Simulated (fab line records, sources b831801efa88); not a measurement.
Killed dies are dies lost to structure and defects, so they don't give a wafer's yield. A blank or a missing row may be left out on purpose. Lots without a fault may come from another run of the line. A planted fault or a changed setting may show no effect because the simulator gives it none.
Problem report in the 8D (eight disciplines) form, filled by code | flow sky130 | the parts of the form that need people (team, actions taken, sign-off) are left out

1. THE PROBLEM
n2_flow_sccm at SKY_LDD_HVN_STRIP_09 reads a mean of 240.1 sccm on 6 wafers of 2 lots; wafers without a fault read 300.0 sccm with a standard deviation of 0.87. That is -69 standard deviations from the usual mean.
The step: strips in O2/N2.
First seen on wafer L525.1, day 23 18:37, on plasma_asher-01. The record holds 36 wafers of 12 lots with a number at this step. Rule for "out", or "out of limits": more than 4 standard deviations from the usual mean. The other wafers with a number count as sound.

2. WHAT IT IS AND WHAT IT IS NOT
question                    | is                     | is not
which readings at this step | n2_flow_sccm           | chamber_pressure_mTorr, drypump_motor_current_A, oes_product_au, strip_time_to_endpoint_s
which lots                  | L525, L527             | L516, L518, L529, L530, L531, L534, L535, L537, L538, L539
which wafers of those lots  | all that have a number | -
read on which tools         | plasma_asher-01        | plasma_asher-02, plasma_asher-04
when                        | from day 23 18:37      | up to then (6 sound wafers); but 24 sound wafers of L529, L530, L531, L534, L535, L537, L538, L539 came after

3. SUSPECTS, AND WHAT RULES EACH OUT
Counting: a tool at a process step up to the reading stays a suspect if it ran every lot that is out and no sound lot after the first of them.
- plasma_asher-01 at SKY_LDD_HVN_STRIP_09 (strips in O2/N2): ruled out as a lasting fault. Sound lots L537, L538 ran on it after its first lot that is out, L525 (day 23 18:37).
Left after counting: nothing in the record.

4. THE CAUSE (what the simulator had put in)
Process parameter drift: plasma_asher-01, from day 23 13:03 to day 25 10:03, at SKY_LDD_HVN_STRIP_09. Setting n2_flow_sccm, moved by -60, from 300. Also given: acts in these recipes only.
Counting ruled it out, wrongly.

5. THE CHAIN OF EFFECTS, in route order
Each row: a reading whose mean over the struck wafers that have a number lies more than 3 standard deviations from the usual. Only readings for which the record gives a usual standard deviation are gone through. hours: the time from each lot's start at the first step in this table that gives one to its start at this step, as a median over the lots. sigmas: the change in usual standard deviations.
hours | step                 | reading      | usual      | on struck wafers | change | sigmas
0     | SKY_LDD_HVN_STRIP_09 | n2_flow_sccm | 300.0 sccm | 240.1            | -59.9  | -69
The process steps in it:
- SKY_LDD_HVN_STRIP_09: strips in O2/N2.
Later measuring or inspecting steps at which every struck wafer that the step has a row for has a number for every such reading, and none has moved that far: SKY_LDD_HVP_OVL_MEAS_07.

6. WHAT WOULD HAVE CAUGHT IT SOONER
In this record the first reading out of limits was taken at day 23 18:37, 6 hours after the fault began at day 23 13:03.
